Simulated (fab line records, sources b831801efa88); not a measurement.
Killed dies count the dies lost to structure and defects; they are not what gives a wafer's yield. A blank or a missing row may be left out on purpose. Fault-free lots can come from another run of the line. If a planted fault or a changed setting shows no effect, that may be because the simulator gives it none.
Which tool was responsible? ; flow gf180mcu ; 11 lots, 33 wafers sampled, at 3 steps of a route of 602

== WHAT THE GAUGES SHOWED, per wafer ==
GF_V5_RS_MEAS_24: the measuring method here is four-point-probe.
lot;measured;on;V5_W_RS (ohm/sq)
L539;day 27 20:22;filmMetro-02;0.324 0.326 0.325
L541;day 28 07:28;filmMetro-01;0.326 0.325 0.325
L542;day 28 21:28;filmMetro-04;0.339 0.344 0.344
L543;day 29 05:09;filmMetro-01;0.322 0.335 0.329
L544;day 29 12:38;filmMetro-01;0.345 0.338 0.342
L552;day 31 14:21;filmMetro-02;0.324 0.332 0.325
L554;day 32 09:58;filmMetro-04;0.325 0.328 0.325
L555;day 32 21:55;filmMetro-04;0.321 0.328 0.327
L557;day 32 23:25;filmMetro-04;0.327 0.323 0.323
L558;day 33 05:59;filmMetro-02;0.329 0.327 0.329
L560;day 33 17:38;filmMetro-01;0.322 0.326 0.322

== WHAT TOOL EACH LOT RAN ON (gives the tool, then ch and the chambers of the sampled wafers, and finally the start) ==
lot;GF_V4_STRIP_18;GF_V5_CVD_23
L539;plasmaAsher-03 ch 0,1, day 24 23:11;cvdW-02 ch 1, day 27 20:14
L541;plasmaAsher-02 ch 0,1, day 25 13:11;cvdW-02 ch 0,1, day 28 07:21
L542;plasmaAsher-01 ch 0,1, day 26 05:01;cvdW-02 ch 0,1, day 28 21:20
L543;plasmaAsher-02 ch 0,1, day 26 14:23;cvdW-01 ch 0,1, day 29 05:02
L544;plasmaAsher-03 ch 0,1, day 26 18:23;cvdW-02 ch 0,1, day 29 12:30
L552;plasmaAsher-02 ch 0,1, day 29 02:49;cvdW-01 ch 0,1, day 31 14:14
L554;plasmaAsher-02 ch 0,1, day 30 01:38;cvdW-02 ch 0,1, day 32 09:51
L555;plasmaAsher-02 ch 0,1, day 30 14:28;cvdW-01 ch 0,1, day 32 21:47
L557;plasmaAsher-02 ch 0,1, day 30 15:26;cvdW-02 ch 0, day 32 23:18
L558;plasmaAsher-01 ch 0,1, day 30 22:41;cvdW-02 ch 0,1, day 33 05:52
L560;plasmaAsher-02 ch 0,1, day 31 12:19;cvdW-01 ch 0,1, day 33 17:32
- GF_V4_STRIP_18: strips in O2/N2.
- GF_V5_CVD_23: deposits W, target thk 350 nm, time 104.9 s.

== THE ANSWER, worked out from the rows above alone ==
Rule: what is usual is taken from the lots themselves. The widest of any qualifying gaps counts: lots, ordered by their means at a reading, are off when they make up no more than a third of the lots, leave a main group of 4 or more, and stand apart from it by 3 or more times the standard deviation of that group's means. The tables above print the reading to a certain number of digits; a main group whose means all agree to those digits is not used. A lot without any number at a reading at which 4 lots or more have one is off too. Any other lot the step has rows for is counted as sound.
Off: at GF_V5_RS_MEAS_24 (V5_W_RS), L542, L544. The main group: mean 0.326 ohm/sq, standard deviation 0.0017.
A tool fits if, at a process step before that reading, it ran every lot that is off, and no sound lot after the first of them. Gauges at GF_V5_RS_MEAS_24: tried the same way as those tools. None of those tried fits.

== WHAT THE SIMULATOR HAD PUT IN ==
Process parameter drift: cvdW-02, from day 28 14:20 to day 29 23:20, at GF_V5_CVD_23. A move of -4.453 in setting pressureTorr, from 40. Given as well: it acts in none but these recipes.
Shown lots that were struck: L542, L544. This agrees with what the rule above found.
